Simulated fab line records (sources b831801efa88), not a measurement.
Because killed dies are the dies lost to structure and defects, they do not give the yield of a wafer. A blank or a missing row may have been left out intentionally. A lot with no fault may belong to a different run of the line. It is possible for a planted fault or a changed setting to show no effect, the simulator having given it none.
Matching of chambers + flow gf180mcu + rie_diel-01 running GF_STI_ETCH_13: 4 sister chambers
The step etches the open film in CHF3/O2, stops on Si, target depth 282.31 nm, time 112.9 s. 8 wafers are shown with their chamber, then 7 later ones without.

== WAFERS, EACH WITH ITS CHAMBER ==
| wafer  | chamber | drypump_motor_current_A (A) | oes_product_au (a.u.) |
|--------|---------|-----------------------------|-----------------------|
| L823.2 | 1       | 6.0                         | 0.830                 |
| L823.5 | 3       | 5.5                         | 0.821                 |
| L824.6 | 3       | 5.5                         | 0.829                 |
| L828.1 | 2       | 6.4                         | 0.826                 |
| L828.2 | 1       | 6.1                         | 0.837                 |
| L828.5 | 0       | 5.6                         | 0.832                 |
| L840.1 | 0       | 5.6                         | 0.839                 |
| L840.2 | 2       | 6.5                         | 0.835                 |

== WAFERS WITHOUT THEIR CHAMBER ==
| wafer  | drypump_motor_current_A (A) | oes_product_au (a.u.) |
|--------|-----------------------------|-----------------------|
| L840.6 | 6.4                         | 0.837                 |
| L841.4 | 5.5                         | 0.832                 |
| L841.5 | 5.6                         | 0.831                 |
| L841.6 | 6.4                         | 0.836                 |
| L843.2 | 5.5                         | 0.829                 |
| L843.3 | 5.5                         | 0.829                 |
| L843.5 | 5.5                         | 0.832                 |

== EACH ONE'S CHAMBER ==
| wafer  | from the rows above     | in truth |
|--------|-------------------------|----------|
| L840.6 | 2                       | 2        |
| L841.4 | can't be placed: 3 or 0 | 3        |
| L841.5 | can't be placed: 0 or 3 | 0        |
| L841.6 | 2                       | 2        |
| L843.2 | can't be placed: 3 or 0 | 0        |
| L843.3 | can't be placed: 3 or 0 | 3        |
| L843.5 | can't be placed: 3 or 0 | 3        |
Correct placement for 2 of the 7. These rows do not allow placing 5 (true chamber among the candidates in 5). 0 placed wrongly.
How it was worked out, from the rows above alone: a wafer's distance from a chamber is the root of the sum, over the readings, of the square of ((its reading less the chamber's mean) divided by the reading's scatter). The wafer belongs to the nearest chamber; if the next one is less than 2 further off, it can't be placed. A chamber's mean is the mean of its shown wafers. The scatter: the root of (the sum of the squares of (reading less its chamber's mean) over the shown wafers, divided by (wafers less chambers)).
